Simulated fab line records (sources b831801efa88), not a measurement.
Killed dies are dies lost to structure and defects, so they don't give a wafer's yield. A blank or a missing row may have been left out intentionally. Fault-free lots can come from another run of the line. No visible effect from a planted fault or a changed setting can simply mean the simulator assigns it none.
What tool caused it? | flow gf180mcu | 13 lots with 39 wafers sampled at 4 steps, on a route of 602 steps

== WHAT THE GAUGES READ, wafer by wafer ==
GF_V2_CD_MEAS_14: the cd target is 260 nm. Usual: cd_nm reads 259.6 nm (standard deviation 1.4).
lot  | measured     | on        | cd_nm (nm)        | flag
L515 | day 20 02:05 | cd_sem-02 | 259.5 259.3 259.1 |
L516 | day 21 00:04 | cd_sem-01 | 259.6 259.6 260.1 |
L517 | day 21 03:31 | cd_sem-01 | 258.2 256.3 257.9 |
L518 | day 21 06:33 | cd_sem-02 | 256.6 256.9 256.5 |
L519 | day 22 02:43 | cd_sem-02 | 261.7 261.0 261.4 |
L521 | day 22 14:01 | cd_sem-02 | 259.2 259.7 260.4 |
L528 | day 25 01:09 | cd_sem-02 | 260.3 260.1 262.5 |
L529 | day 25 08:39 | cd_sem-02 | 259.8 260.7 260.7 |
L532 | day 26 05:36 | cd_sem-01 | 259.6 259.6 259.5 |
L533 | day 26 15:56 | cd_sem-02 | 259.1 258.1 258.6 |
L534 | day 26 20:38 | cd_sem-01 | 260.7 260.3 260.1 |
L535 | day 27 02:05 | cd_sem-01 | 261.1 260.6 260.6 |
L538 | day 27 22:49 | cd_sem-02 | 258.2 259.0 258.5 |

GF_V2_THK_MEAS_25: measures by xrf. Usual: for V2_W_THK the level is 341 nm and the standard deviation is 5.1.
lot  | measured     | on            | V2_W_THK (nm) | flag
L515 | day 20 03:13 | film_metro-04 | 344 346 342   |
L516 | day 21 01:13 | film_metro-04 | 334 342 339   |
L517 | day 21 04:44 | film_metro-04 | 341 346 347   |
L518 | day 21 07:43 | film_metro-01 | 335 340 332   |
L519 | day 22 03:52 | film_metro-04 | 346 342 346   |
L521 | day 22 15:12 | film_metro-01 | 339 338 338   |
L528 | day 25 02:19 | film_metro-04 | 333 342 343   |
L529 | day 25 09:49 | film_metro-04 | 344 336 342   |
L532 | day 26 06:47 | film_metro-01 | 328 327 329   |
L533 | day 26 17:05 | film_metro-04 | 349 347 347   |
L534 | day 26 21:48 | film_metro-02 | 335 334 337   |
L535 | day 27 03:15 | film_metro-02 | 342 345 339   |
L538 | day 28 00:00 | film_metro-04 | 340 343 346   |

GF_M3_THK_MEAS_06: measures by xrf. Usual: for M3_ALCU_THK the level is 451 nm and the standard deviation is 7.3.
lot  | measured     | on            | M3_ALCU_THK (nm) | flag
L515 | day 20 03:55 | film_metro-04 | 451 456 456      |
L516 | day 21 01:56 | film_metro-03 | 444 455 440      |
L517 | day 21 05:26 | film_metro-04 | 453 452 459      |
L518 | day 21 08:25 | film_metro-03 | 446 444 447      |
L519 | day 22 04:34 | film_metro-03 | 447 454 455      |
L521 | day 22 15:54 | film_metro-03 | 437 449 452      |
L528 | day 25 03:01 | film_metro-04 | 447 451 449      |
L529 | day 25 10:31 | film_metro-03 | 452 448 446      |
L532 | day 26 07:29 | film_metro-04 | 456 456 448      |
L533 | day 26 17:47 | film_metro-04 | 442 455 452      |
L534 | day 26 22:31 | film_metro-04 | 453 460 465      |
L535 | day 27 03:57 | film_metro-01 | 456 447 462      |
L538 | day 28 00:42 | film_metro-03 | 453 446 454      |

== WHICH TOOL RAN EACH LOT (tool, then ch and the chambers of the sampled wafers, then the start) ==
lot  | GF_M3_SPUTTER_02
L515 | pvd_sputter-03, day 20 03:42
L516 | pvd_sputter-03, day 21 01:43
L517 | pvd_sputter-02, day 21 05:13
L518 | pvd_sputter-02, day 21 08:11
L519 | pvd_sputter-02, day 22 04:22
L521 | pvd_sputter-03, day 22 15:41
L528 | pvd_sputter-03, day 25 02:48
L529 | pvd_sputter-03, day 25 10:18
L532 | pvd_sputter-04, day 26 07:16
L533 | pvd_sputter-04, day 26 17:33
L534 | pvd_sputter-02, day 26 22:17
L535 | pvd_sputter-04, day 27 03:43
L538 | pvd_sputter-02, day 28 00:29
- GF_M3_SPUTTER_02: material AlCu, target thk 450 nm, time 23.9 s.

== WHAT THE TOOLS THEMSELVES READ (means of the sampled wafers that have a number; where no wafer has one, the mark that the record gives instead) ==
GF_M3_SPUTTER_02. Usual: chamber_pressure_pa 0.4001 Pa, standard deviation 0.00086; throttle_valve_pct 30.1 %, standard deviation 0.84.
lot  | tool           | chamber_pressure_pa (Pa) | throttle_valve_pct (%) | flag
L515 | pvd_sputter-03 | 0.4003                   | 29.4                   |
L516 | pvd_sputter-03 | 0.4000                   | 30.1                   |
L517 | pvd_sputter-02 | 0.3992                   | 30.5                   |
L518 | pvd_sputter-02 | 0.4001                   | 30.3                   |
L519 | pvd_sputter-02 | 0.3998                   | 30.9                   |
L521 | pvd_sputter-03 | 0.4004                   | 29.8                   |
L528 | pvd_sputter-03 | 0.3779                   | 31.6                   | OFF
L529 | pvd_sputter-03 | 0.3777                   | 31.2                   | OFF
L532 | pvd_sputter-04 | 0.4004                   | 29.7                   |
L533 | pvd_sputter-04 | 0.4003                   | 29.7                   |
L534 | pvd_sputter-02 | 0.3999                   | 29.8                   |
L535 | pvd_sputter-04 | 0.3997                   | 30.2                   |
L538 | pvd_sputter-02 | 0.3991                   | 31.0                   |

== THE ANSWER, worked out from the rows above alone ==
Rule: a lot counts as off when the mean over its wafers that have a number is more than 3 standard deviations away from the usual mean. Also off: a lot with no number at a reading for which 4 or more lots have one. Where the step has rows for the other lots, those lots are counted as sound. After the gauges, taken in route order, come the tools' own readings; for these a lot's mean is taken, as printed above. The first step at which some lot is off is used, and at that step the reading that is off furthest; a lot without a number counts as furthest.
Off at GF_M3_SPUTTER_02 (chamber_pressure_pa): L528, L529.
If a tool, at that step or one of the process steps before it, ran each lot that is off and ran no sound lot following the first of them, it fits. One fits: GF_M3_SPUTTER_02 on pvd_sputter-03. Its last sound lot is L521 (day 22 15:41), its first lot that is off L528 (day 25 02:48): a fault that began between those two fits.
On the lots that are off, the tool's own readings at GF_M3_SPUTTER_02 differ by more than 5 times the standard deviation of the sound lots' means, which bears it out; chamber_pressure_pa reads 0.3778 Pa there versus 0.3999 Pa on the sound lots.

== WHAT WAS PUT IN BY THE SIMULATOR ==
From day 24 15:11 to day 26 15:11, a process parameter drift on pvd_sputter-03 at GF_M3_SPUTTER_02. Setting chamber_pressure_pa shifted by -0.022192 from 0.4. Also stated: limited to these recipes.
Struck lots among those shown: L528, L529. This agrees with what the rule above found.
